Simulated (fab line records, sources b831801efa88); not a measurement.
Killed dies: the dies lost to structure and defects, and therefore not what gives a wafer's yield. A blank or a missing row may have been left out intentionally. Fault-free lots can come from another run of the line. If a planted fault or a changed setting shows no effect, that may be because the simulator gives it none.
Code-filled problem report in 8D (eight disciplines) form | flow sky130 | the parts of the form that need people (team, actions taken, sign-off) are left out

== 1. PROBLEM STATEMENT ==
At SKY_POLY_CUT_DEVELOP_07, developerTempC averages 20.14 C over 6 wafers from 2 lots, while fault-free wafers read 21.00 C, standard deviation 0.097. That is -8.8 standard deviations from the usual mean.
The step: develop time 60 s.
First seen on wafer L779.1, day 29 12:00, on lithoTrack-02. Wafers with a number at this step in the record: 39, from 13 lots. Rule for "out" (also "out of limits"): further than 4 standard deviations from the usual mean. All remaining wafers that have a number are taken as sound.

== 2. WHAT IT IS; WHAT IT IS NOT ==
question                    | is                     | is not
which readings at this step | developerTempC         | -
which lots                  | L779, L781             | L764, L765, L766, L768, L769, L770, L771, L773, L775, L780, L782
which wafers of those lots  | all that have a number | -
read on which tools         | lithoTrack-02          | lithoTrack-01, lithoTrack-03
when                        | from day 29 12:00      | up to then (27 sound wafers); but 6 sound wafers of L780, L782 came after

== 3. THE SUSPECTS, EACH WITH WHAT RULES IT OUT ==
Counting: a tool at any process step up to the reading remains a suspect when it ran all the lots that are out and ran no sound lot after the first of those.
- lithoTrack-02 at SKY_POLY_CUT_DEVELOP_07 (develop time 60 s): kept. It processed each lot that is out, first L779 at day 29 12:00, and no sound lot thereafter; up to then, the last sound lot it processed was L771 at day 26 19:00. Out on those wafers are its own readings of developerTempC.
The count leaves lithoTrack-02 at SKY_POLY_CUT_DEVELOP_07.

== 4. THE CAUSE (what the simulator had put in) ==
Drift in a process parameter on lithoTrack-02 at SKY_POLY_CUT_DEVELOP_07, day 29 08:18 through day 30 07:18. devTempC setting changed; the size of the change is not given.
This tool alone remained once counting was done.

== 5. THE CHAIN OF EFFECTS, in route order ==
Each row: a reading where the mean over the struck wafers with a number is more than 3 standard deviations away from the usual. Only readings for which the record gives a usual standard deviation are gone through. hours: the time from each lot's start at the first step in this table that gives one to its start at this step, as a median over the lots. sigmas: the change in usual standard deviations.
hours | step                    | reading        | usual   | on struck wafers | change | sigmas
0     | SKY_POLY_CUT_DEVELOP_07 | developerTempC | 21.00 C | 20.14            | -0.86  | -8.8
Here are the process steps it includes:
- SKY_POLY_CUT_DEVELOP_07: develop time 60 s.

== 6. WHAT WOULD HAVE CAUGHT IT SOONER ==
In this record the first reading out of limits was taken at day 29 12:00, 4 hours after the fault began at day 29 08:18.
